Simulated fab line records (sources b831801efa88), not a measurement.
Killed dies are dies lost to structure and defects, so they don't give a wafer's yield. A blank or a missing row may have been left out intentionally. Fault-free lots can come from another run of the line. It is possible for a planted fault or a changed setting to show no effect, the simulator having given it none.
Matching of chambers | flow sky130 | rie diel-04 running SKY_SPACER_ETCHBACK_02: 4 sister chambers
The step etches Si3N4 in CH3F/O2, stops on SiO2, time 46.7 s, target depth 45 nm. 4 wafers are shown with their chamber, then 8 later ones without.

== WAFERS PAIRED WITH THEIR CHAMBERS ==
wafer  | chamber | drypump motor current A (A)
L992.6 | 2       | 4.9
L100.5 | 0       | 5.4
L100.6 | 3       | 5.9
L105.1 | 1       | 5.0

== WAFERS WITH NO CHAMBER GIVEN ==
wafer  | drypump motor current A (A)
L105.3 | 4.9
L105.4 | 5.4
L106.3 | 5.4
L106.4 | 5.9
L106.5 | 4.9
L111.1 | 5.4
L111.3 | 6.0
L111.5 | 4.9

== CHAMBER TAKEN BY EACH ==
wafer  | from the rows above | in truth
L105.3 | 2                   | 2
L105.4 | 0                   | 0
L106.3 | 0                   | 0
L106.4 | 3                   | 3
L106.5 | 2                   | 2
L111.1 | 0                   | 0
L111.3 | 3                   | 3
L111.5 | 2                   | 2
Correct placement for 8 of the 8. Not placeable from these rows: 0. Placed wrongly: 0.
How it was worked out, from the rows above alone: a wafer's distance from a chamber is the root of the sum, over the readings, of the square of ((its reading less the chamber's mean) divided by the reading's scatter). If the next closest chamber is less than 2 further off than the closest, the wafer can't be placed; otherwise it belongs to the closest. Each chamber's mean is taken over the wafers shown for it. The scatter: with one shown wafer a chamber, the root of the mean of the squares of how far each hidden wafer lies from its nearest shown one.
